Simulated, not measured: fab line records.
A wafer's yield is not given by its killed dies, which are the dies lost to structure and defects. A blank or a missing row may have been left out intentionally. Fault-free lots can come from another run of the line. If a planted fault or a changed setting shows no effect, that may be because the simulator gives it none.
Matching of chambers || flow sky130 || SKY_VIA2_ETCH_15 on rieDiel-04 has 4 sister chambers
The step etches SiO2 in C4F8/O2/Ar, stops on TiN, target depth 546 nm, time 86.05 s. 24 wafers are shown with their chamber, then 12 later ones without.

## WAFERS WITH THEIR CHAMBER
{"wafer": "L074.1", "chamber": 1, "oesProductAu (a.u.)": 0.941}
{"wafer": "L074.2", "chamber": 0, "oesProductAu (a.u.)": 0.934}
{"wafer": "L074.3", "chamber": 3, "oesProductAu (a.u.)": 0.938}
{"wafer": "L079.3", "chamber": 0, "oesProductAu (a.u.)": 0.934}
{"wafer": "L079.4", "chamber": 2, "oesProductAu (a.u.)": 0.940}
{"wafer": "L079.5", "chamber": 0, "oesProductAu (a.u.)": 0.934}
{"wafer": "L078.2", "chamber": 0, "oesProductAu (a.u.)": 0.929}
{"wafer": "L078.4", "chamber": 2, "oesProductAu (a.u.)": 0.936}
{"wafer": "L078.5", "chamber": 0, "oesProductAu (a.u.)": 0.934}
{"wafer": "L083.1", "chamber": 3, "oesProductAu (a.u.)": 0.940}
{"wafer": "L083.2", "chamber": 1, "oesProductAu (a.u.)": 0.924}
{"wafer": "L083.5", "chamber": 0, "oesProductAu (a.u.)": 0.939}
{"wafer": "L085.1", "chamber": 2, "oesProductAu (a.u.)": 0.943}
{"wafer": "L085.2", "chamber": 1, "oesProductAu (a.u.)": 0.928}
{"wafer": "L085.3", "chamber": 0, "oesProductAu (a.u.)": 0.937}
{"wafer": "L087.3", "chamber": 3, "oesProductAu (a.u.)": 0.936}
{"wafer": "L087.4", "chamber": 0, "oesProductAu (a.u.)": 0.942}
{"wafer": "L087.6", "chamber": 1, "oesProductAu (a.u.)": 0.933}
{"wafer": "L090.1", "chamber": 1, "oesProductAu (a.u.)": 0.931}
{"wafer": "L090.3", "chamber": 3, "oesProductAu (a.u.)": 0.930}
{"wafer": "L090.4", "chamber": 0, "oesProductAu (a.u.)": 0.939}
{"wafer": "L091.3", "chamber": 3, "oesProductAu (a.u.)": 0.934}
{"wafer": "L091.5", "chamber": 0, "oesProductAu (a.u.)": 0.943}
{"wafer": "L091.6", "chamber": 1, "oesProductAu (a.u.)": 0.925}

SIGNATURES (averages over the wafers above)
{"reading": "oesProductAu", "chamber 0": 0.93650, "chamber 1": 0.93033, "chamber 2": 0.93967, "chamber 3": 0.93560, "scatter within a chamber": 0.00472}
Rule: a wafer lies at a distance from a chamber equal to the root of the sum of squares, over the readings, of (its reading less the chamber's mean, divided by the reading's scatter). If the next closest chamber is less than 2 further off than the closest, the wafer can't be placed; otherwise it belongs to the closest. The scatter is the square root of a quotient: the sum, over the shown wafers, of each reading's squared deviation from its chamber's mean, divided by wafers minus chambers.

## WAFERS WHOSE CHAMBER IS MISSING
{"wafer": "L093.1", "oesProductAu (a.u.)": 0.934}
{"wafer": "L093.2", "oesProductAu (a.u.)": 0.938}
{"wafer": "L093.3", "oesProductAu (a.u.)": 0.938}
{"wafer": "L094.1", "oesProductAu (a.u.)": 0.933}
{"wafer": "L094.2", "oesProductAu (a.u.)": 0.936}
{"wafer": "L094.3", "oesProductAu (a.u.)": 0.941}
{"wafer": "L095.1", "oesProductAu (a.u.)": 0.935}
{"wafer": "L095.3", "oesProductAu (a.u.)": 0.942}
{"wafer": "L095.6", "oesProductAu (a.u.)": 0.929}
{"wafer": "L096.1", "oesProductAu (a.u.)": 0.949}
{"wafer": "L096.3", "oesProductAu (a.u.)": 0.948}
{"wafer": "L096.4", "oesProductAu (a.u.)": 0.946}

## EACH ONE'S CHAMBER
{"wafer": "L093.1", "from the rows above": "can't be placed: 3 or 0 or 1 or 2", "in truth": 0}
{"wafer": "L093.2", "from the rows above": "can't be placed: 0 or 2 or 3 or 1", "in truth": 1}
{"wafer": "L093.3", "from the rows above": "can't be placed: 0 or 2 or 3 or 1", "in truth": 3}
{"wafer": "L094.1", "from the rows above": "can't be placed: 3 or 1 or 0 or 2", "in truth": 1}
{"wafer": "L094.2", "from the rows above": "can't be placed: 3 or 0 or 2 or 1", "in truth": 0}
{"wafer": "L094.3", "from the rows above": "can't be placed: 2 or 0 or 3 or 1", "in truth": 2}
{"wafer": "L095.1", "from the rows above": "can't be placed: 3 or 0 or 2 or 1", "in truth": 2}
{"wafer": "L095.3", "from the rows above": "can't be placed: 2 or 0 or 3 or 1", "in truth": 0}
{"wafer": "L095.6", "from the rows above": "can't be placed: 1 or 3 or 0 or 2", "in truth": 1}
{"wafer": "L096.1", "from the rows above": "can't be placed: 2 or 0 or 3 or 1", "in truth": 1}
{"wafer": "L096.3", "from the rows above": "can't be placed: 2 or 0 or 3 or 1", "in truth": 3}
{"wafer": "L096.4", "from the rows above": "can't be placed: 2 or 0 or 3 or 1", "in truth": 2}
Correct placement for 0 of the 12. Not placeable from these rows: 12 (in 12, the candidates include the true chamber). Number placed wrongly: 0.
